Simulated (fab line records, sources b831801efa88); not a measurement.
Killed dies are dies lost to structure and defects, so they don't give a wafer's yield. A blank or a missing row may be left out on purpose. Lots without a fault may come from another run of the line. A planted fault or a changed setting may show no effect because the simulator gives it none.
Problem report in the 8D (eight disciplines) form, filled by code | flow sky130 | the parts of the form that need people (team, actions taken, sign-off) are left out

1. THE PROBLEM
CAPM_CVD_00_THK at SKY_CAPM_THK_MEAS_01 reads a mean of 12.53 nm on 4 wafers of 2 lots; wafers without a fault read 15.59 nm with a standard deviation of 0.28. That is -11 standard deviations from the usual mean.
First seen on wafer L297.2, day 37 20:33, on film_metro-03. The record holds 33 wafers of 11 lots with a number at this step. Rule for "out", or "out of limits": more than 4 standard deviations from the usual mean. The other wafers with a number count as sound.

2. WHAT IT IS AND WHAT IT IS NOT
question                    | is                             | is not
which readings at this step | CAPM_CVD_00_THK                | -
which lots                  | L297, L300                     | L292, L293, L296, L306, L307, L310, L311, L312, L313
which wafers of those lots  | L297.2, L297.5, L300.3, L300.6 | L297.6, L300.4
read on which gauges        | film_metro-03                  | film_metro-01, film_metro-02
when                        | from day 37 20:33              | up to then (10 sound wafers); but 19 sound wafers of L300, L306, L307, L310, L311, L312, L313 came after

3. SUSPECTS, AND WHAT RULES EACH OUT
Counting: a tool at a process step up to the reading stays a suspect if it ran every lot that is out. Sound lots after the first of them don't rule it out here, since some wafers of a struck lot are sound.
- the gauge at SKY_CAPM_THK_MEAS_01: ruled out. All the wafers that are out were read on film_metro-03, but those of them that SKY_METAL3_ETCH_17 has rows for are out there too, on other tools.
- pecvd-02 at SKY_CAPM_CVD_00 (deposits SiO2, target thk 15.5 nm): kept. It ran every lot that is out, first L297 (day 37 20:31); its last sound lot up to then is L296 (day 37 07:23).
- Within pecvd-02 at SKY_CAPM_CVD_00: the wafers that are out ran in chamber 0; their sound lot-mates ran in chamber 2.
Left after counting: pecvd-02 at SKY_CAPM_CVD_00.

4. THE CAUSE (what the simulator had put in)
Site profile drift: pecvd-02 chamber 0, from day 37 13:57 on, at SKY_CAPM_CVD_00. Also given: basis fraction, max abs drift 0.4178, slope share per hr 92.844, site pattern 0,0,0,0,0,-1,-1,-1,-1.
Counting left only this tool.

5. THE CHAIN OF EFFECTS, in route order
Each row: a reading whose mean over the struck wafers that have a number lies more than 3 standard deviations from the usual. Only readings for which the record gives a usual standard deviation are gone through. hours: the time from each lot's start at the first step in this table that gives one to its start at this step, as a median over the lots. sigmas: the change in usual standard deviations.
hours | step                 | reading         | usual      | on struck wafers | change | sigmas
0     | SKY_CAPM_THK_MEAS_01 | CAPM_CVD_00_THK | 15.59 nm   | 12.53            | -3.06  | -11
51    | SKY_METAL3_ETCH_17   | oes_product_au  | 0.756 a.u. | 0.682            | -0.074 | -8.5
The process steps in it:
- SKY_METAL3_ETCH_17: etches SiO2 in C4F8/O2/Ar, stops on TiN, time 3.9 s, target depth 15 nm.

6. WHAT WOULD HAVE CAUGHT IT SOONER
In this record the first reading out of limits at a measuring or inspecting step was taken at day 37 20:33, 7 hours after the fault began at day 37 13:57.
Of the tool readings at SKY_CAPM_CVD_00 for which the record gives a usual standard deviation, none was out on any struck wafer, so an alarm limit of 4 standard deviations on them would not have fired.
Of the lots that are out (2), L300 began SKY_CAPM_CVD_00 on pecvd-02 after day 37 20:33. A hold on the tool at that time would have spared it.
